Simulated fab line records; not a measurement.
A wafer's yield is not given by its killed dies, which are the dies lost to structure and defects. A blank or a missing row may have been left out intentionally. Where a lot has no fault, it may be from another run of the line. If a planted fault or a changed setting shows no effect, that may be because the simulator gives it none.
Struck lot and sound lot, side by side    flow gf180mcu    15 steps out of a route of 602
Sound: wafers L610.1, L610.5, L610.6. Wafers L617.1, L617.2, L617.3 were the ones struck. Last of all comes the cause.
Per side, at each step with rows, come the tool, then ch with its chambers, and then its first start. Under that, the readings that differ: sound wafers    struck wafers    difference of the means    sigmas: that difference in standard deviations of wafers without a fault.
alike: readings with means less than 2 such deviations apart, plus words and numbers identical on both sides. not compared: withheld readings, readings lacking a value on some wafer, bounds such as >300 that could conceal the same value, and numbers that have no deviation in the record and whose values overlap.
A row with sigmas, a row that says differs or no value, or rows on one side alone: a step with any of these is where the two part. Non-overlapping numbers with no deviation appear without sigmas and do not part them. A reading missing from all wafers of one side parts the sides only when that side holds two or more wafers.

GF_MIM_THK_MEAS_06:
  struck on film-metro-03, day 27 07:26; sound on film-metro-02, day 25 00:29
  alike: MIM_CVD_05_THK
GF_MIM_SPUTTER_07: material TiN, target thk 60 nm, time 50 s.
  struck on pvd-sputter-01, day 27 07:29; sound on pvd-sputter-03, day 25 00:32
  alike: throttle-valve-pct
GF_MIM_SPUTTER_08: material AlCu, target thk 200 nm, time 10.6 s.
  struck on pvd-sputter-01, day 27 07:32; sound on pvd-sputter-03, day 25 00:35
  alike: throttle-valve-pct
GF_MIM_SPUTTER_09: material TiN, target thk 35 nm, time 29.2 s.
  struck on pvd-sputter-01, day 27 07:34; sound on pvd-sputter-03, day 25 00:37
  alike: throttle-valve-pct
GF_MIM_RS_MEAS_10: measurement is done with a four-point probe.
  struck on film-metro-04, day 27 07:35; sound on film-metro-03, day 25 00:38
  alike: MIM_ALCU_RS
GF_MIM_THK_MEAS_11: measures by xrf.
  struck on film-metro-04, day 27 07:43; sound on film-metro-03, day 25 00:46
  alike: MIM_ALCU_THK
then, 6 steps without rows for these wafers: GF_MIM_DEHYDRATE_12 (time 60 s); GF_MIM_HMDS_13 (prime time 60 s); GF_MIM_COAT_14 (resist thk 1000 nm); GF_MIM_SOFTBAKE_15 (time 60 s); GF_MIM_EXPOSE_16 (exposes mask FuseTop, target cd 2000 nm); GF_MIM_PEB_17.
GF_MIM_DEVELOP_18: develop time 60 s.
  sound on litho-track-03 ch 0, day 25 21:44; struck on litho-track-02 ch 0, day 28 02:48
reading               sound              struck             difference  sigmas
developer-temp-C (C)  23.03 22.99 23.03  22.13 22.00 22.02  -0.97       -9
GF_MIM_METAL_ETCH_19: etches the open film in Cl2/BCl3, stops on Si3N4, target depth 324.5 nm, time 54.1 s.
  sound on rie-metal-02 ch 0, day 25 21:53; struck on rie-metal-03 ch 0,1, day 28 02:57
  alike: drypump-motor-current-A, oes-product-au, throttle-valve-pct
  not compared: rf-hours-counter-h
GF_PASSIVATION_PROBE_99:
  the record has rows for the sound wafers here (prober-02, day 29 13:31) and none for the struck ones

## WHERE THEY PART
At GF_MIM_DEVELOP_18 first; at GF_PASSIVATION_PROBE_99 last (within this record only).

WHY: what had been put in by the simulator
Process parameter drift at GF_MIM_DEVELOP_18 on litho-track-02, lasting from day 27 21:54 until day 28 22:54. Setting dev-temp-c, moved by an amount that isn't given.
